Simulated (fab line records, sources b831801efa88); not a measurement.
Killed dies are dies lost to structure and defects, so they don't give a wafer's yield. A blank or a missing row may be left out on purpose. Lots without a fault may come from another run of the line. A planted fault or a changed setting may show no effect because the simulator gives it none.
Chamber matching | flow sky130 | SKY_VIA4_HDPCVD_00 on hdpcvd-02: 3 sister chambers
The step deposits SiO2, target thk 1750 nm, time 291.7 s. 6 wafers are shown with their chamber, then 8 later ones without.

WAFERS WITH THEIR CHAMBER
wafer  | chamber | pressure_mtorr (mTorr)
L389.6 | 1       | 5.994
L390.6 | 0       | 6.001
L399.1 | 2       | 6.009
L399.2 | 0       | 6.004
L399.3 | 1       | 6.005
L400.1 | 2       | 5.992

WAFERS WITHOUT THEIR CHAMBER
wafer  | pressure_mtorr (mTorr)
L400.3 | 5.986
L400.6 | 5.997
L402.1 | 6.008
L402.2 | 5.991
L402.5 | 6.011
L404.4 | 5.993
L404.5 | 6.007
L404.6 | 5.998

WHICH CHAMBER EACH WENT THROUGH
wafer  | from the rows above          | in truth
L400.3 | can't be placed: 1 or 2 or 0 | 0
L400.6 | can't be placed: 1 or 2 or 0 | 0
L402.1 | can't be placed: 0 or 2 or 1 | 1
L402.2 | can't be placed: 1 or 2 or 0 | 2
L402.5 | can't be placed: 0 or 2 or 1 | 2
L404.4 | can't be placed: 1 or 2 or 0 | 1
L404.5 | can't be placed: 0 or 2 or 1 | 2
L404.6 | can't be placed: 1 or 2 or 0 | 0
Placed correctly: 0 of 8. Can't be placed from these rows: 8 (the true chamber is among the candidates in 8). Placed wrongly: 0.
How it was worked out, from the rows above alone: a wafer's distance from a chamber is the root of the sum, over the readings, of the square of ((its reading less the chamber's mean) divided by the reading's scatter). The wafer belongs to the nearest chamber; if the next one is less than 2 further off, it can't be placed. A chamber's mean is the mean of its shown wafers. The scatter: the root of (the sum of the squares of (reading less its chamber's mean) over the shown wafers, divided by (wafers less chambers)).
